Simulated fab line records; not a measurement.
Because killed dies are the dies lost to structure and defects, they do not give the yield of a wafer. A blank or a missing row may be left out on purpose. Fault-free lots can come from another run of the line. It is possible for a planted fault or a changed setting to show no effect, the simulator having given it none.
Chamber matching :: flow sky130 :: SKY_LI_CONTACT_CMP_02 on cmp-02 has 4 sister chambers
The step polishes PSG. 16 wafers are shown with their chamber, then 8 later ones without.

## WAFERS, EACH WITH ITS CHAMBER
wafer: L258.1
chamber: 1
motorCurrentA (A): 10.9
timeToEndpointS (s): 34.7

wafer: L258.2
chamber: 2
motorCurrentA (A): 12.7
timeToEndpointS (s): 35.5

wafer: L258.5
chamber: 0
motorCurrentA (A): 13.6
timeToEndpointS (s): 35.7

wafer: L259.4
chamber: 1
motorCurrentA (A): 11.3
timeToEndpointS (s): 37.6

wafer: L259.5
chamber: 1
motorCurrentA (A): 10.9
timeToEndpointS (s): 38.5

wafer: L259.6
chamber: 0
motorCurrentA (A): 12.6
timeToEndpointS (s): 35.9

wafer: L260.3
chamber: 3
motorCurrentA (A): 13.6
timeToEndpointS (s): 39.3

wafer: L260.4
chamber: 0
motorCurrentA (A): 13.8
timeToEndpointS (s): 38.5

wafer: L260.6
chamber: 3
motorCurrentA (A): 13.0
timeToEndpointS (s): 36.6

wafer: L268.1
chamber: 3
motorCurrentA (A): 13.4
timeToEndpointS (s): 33.5

wafer: L268.3
chamber: 2
motorCurrentA (A): 12.6
timeToEndpointS (s): 36.9

wafer: L268.6
chamber: 3
motorCurrentA (A): 12.9
timeToEndpointS (s): 38.9

wafer: L269.2
chamber: 2
motorCurrentA (A): 12.4
timeToEndpointS (s): 36.2

wafer: L269.4
chamber: 1
motorCurrentA (A): 11.2
timeToEndpointS (s): 31.1

wafer: L269.6
chamber: 2
motorCurrentA (A): 12.0
timeToEndpointS (s): 32.2

wafer: L272.2
chamber: 3
motorCurrentA (A): 13.2
timeToEndpointS (s): 31.4

SIGNATURES (averages over the wafers above)
reading: motorCurrentA
chamber 0: 13.333
chamber 1: 11.075
chamber 2: 12.425
chamber 3: 13.220
scatter within a chamber: 0.362

reading: timeToEndpointS
chamber 0: 36.700
chamber 1: 35.475
chamber 2: 35.200
chamber 3: 35.940
scatter within a chamber: 2.86
Rule: a wafer's distance from a chamber is the root of the sum, over the readings, of the square of ((its reading less the chamber's mean) divided by the reading's scatter). If the next closest chamber is less than 2 further off than the closest, the wafer can't be placed; otherwise it belongs to the closest. How the scatter is found: for the shown wafers, subtract from each reading the mean of its chamber, square and add these, divide the total by (wafers less chambers), then take the root.

## WAFERS WHOSE CHAMBER IS MISSING
wafer: L272.3
motorCurrentA (A): 10.7
timeToEndpointS (s): 32.1

wafer: L272.4
motorCurrentA (A): 11.9
timeToEndpointS (s): 30.1

wafer: L274.2
motorCurrentA (A): 13.7
timeToEndpointS (s): 34.4

wafer: L274.4
motorCurrentA (A): 13.7
timeToEndpointS (s): 37.8

wafer: L274.5
motorCurrentA (A): 13.5
timeToEndpointS (s): 37.5

wafer: L276.1
motorCurrentA (A): 11.3
timeToEndpointS (s): 34.3

wafer: L276.2
motorCurrentA (A): 11.9
timeToEndpointS (s): 34.3

wafer: L276.3
motorCurrentA (A): 13.9
timeToEndpointS (s): 36.8

## WHICH CHAMBER EACH ONE RAN IN
wafer: L272.3
from the rows above: 1
in truth: 1

wafer: L272.4
from the rows above: can't be placed: 2 or 1 or 3
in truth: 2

wafer: L274.2
from the rows above: can't be placed: 0 or 3
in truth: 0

wafer: L274.4
from the rows above: can't be placed: 0 or 3
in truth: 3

wafer: L274.5
from the rows above: can't be placed: 0 or 3
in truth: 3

wafer: L276.1
from the rows above: 1
in truth: 1

wafer: L276.2
from the rows above: can't be placed: 2 or 1
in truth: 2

wafer: L276.3
from the rows above: can't be placed: 0 or 3
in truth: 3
Correctly placed: 2 of 8. Can't be placed from these rows: 6 (the true chamber is among the candidates in 6). 0 placed wrongly.
